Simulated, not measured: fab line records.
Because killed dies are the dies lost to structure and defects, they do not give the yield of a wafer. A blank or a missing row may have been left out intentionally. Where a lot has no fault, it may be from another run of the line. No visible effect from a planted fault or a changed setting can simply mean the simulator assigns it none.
2 desks, one fault + flow sky130 + what lay behind the numbers comes last; until then each desk has only its own

## DESK OF THE TOOL OWNER: hdpcvd-02
The tool's own readings at SKY_VIA4_HDPCVD_00 (deposits SiO2, target thk 1750 nm, time 291.7 s): means of the sampled wafers that have a number, for each lot that ran on this tool. Any lot whose mean is over 4 standard deviations away from the usual mean is out of limits and marked OUT; that distance is given in the brackets.
Columns: A = runLengthS at SKY_VIA4_HDPCVD_00, usual 319.6 s
| lot  | first seen here | A               |
|------|-----------------|-----------------|
| L535 | day 43 11:49    | 319.6           |
| L539 | day 44 16:29    | 319.7           |
| L540 | day 44 23:28    | 319.9           |
| L543 | day 45 16:14    | 342.3 (+46) OUT |
| L545 | day 46 03:07    | 342.9 (+48) OUT |
| L546 | day 46 05:36    | 342.4 (+46) OUT |
Finding of this desk: L543, L545, L546 out of limits; the first was L543 at day 45 16:14, on runLengthS at SKY_VIA4_HDPCVD_00. L535, L539, L540 stayed within limits.

## AT THE METROLOGY DESK
What the gauges read for every lot (on any tool): the sampled wafers with a number, averaged. Any lot whose mean is over 4 standard deviations away from the usual mean is out of limits and marked OUT; that distance is given in the brackets.
Columns: A = VIA3_W_RS at SKY_VIA3_RS_MEAS_22, usual 0.293 ohm/sq; B = VIA4_HDPCVD_THK at SKY_VIA4_THK_MEAS_01, usual 1754 nm
| lot  | first seen here | A     | B               |
|------|-----------------|-------|-----------------|
| L531 | day 39 19:16    | 0.289 | 1728            |
| L535 | day 41 10:14    | 0.291 | 1740            |
| L539 | day 42 17:22    | 0.298 | 1739            |
| L541 | day 42 22:29    | 0.297 | 1746            |
| L540 | day 43 01:18    | 0.290 | 1755            |
| L543 | day 43 19:25    | 0.290 | 1906 (+8.4) OUT |
| L544 | day 43 20:51    | 0.285 | 1743            |
| L545 | day 44 05:42    | 0.291 | 1901 (+8.2) OUT |
| L546 | day 44 07:59    | 0.287 | 1889 (+7.5) OUT |
| L548 | day 46 08:40    | 0.298 | 1758            |
| L551 | day 46 12:15    | 0.294 | 1747            |
This desk reports L543, L545, L546 out of limits; the earliest was L543 at day 45 16:21 (VIA4_HDPCVD_THK at SKY_VIA4_THK_MEAS_01). L531, L535, L539, L541, L540, L544, L548, L551 stayed within limits.

## BROUGHT TOGETHER
An alarm could have come from the tool owner's desk at day 45 16:14, on L543, L545, L546.
An alarm was possible from the metrology desk at day 45 16:21, on L543, L545, L546.
All the named lots went through SKY_VIA4_HDPCVD_00 on hdpcvd-02.

## WHAT HAD BEEN PUT IN BY THE SIMULATOR
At SKY_VIA4_HDPCVD_00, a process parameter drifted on hdpcvd-02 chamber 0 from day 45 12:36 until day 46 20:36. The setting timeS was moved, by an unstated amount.
Struck lots among those shown: L543, L545, L546.
Counting hours from when the fault started, the first reading out of limits came at 4 for the tool owner's desk and at 4 for the metrology desk.
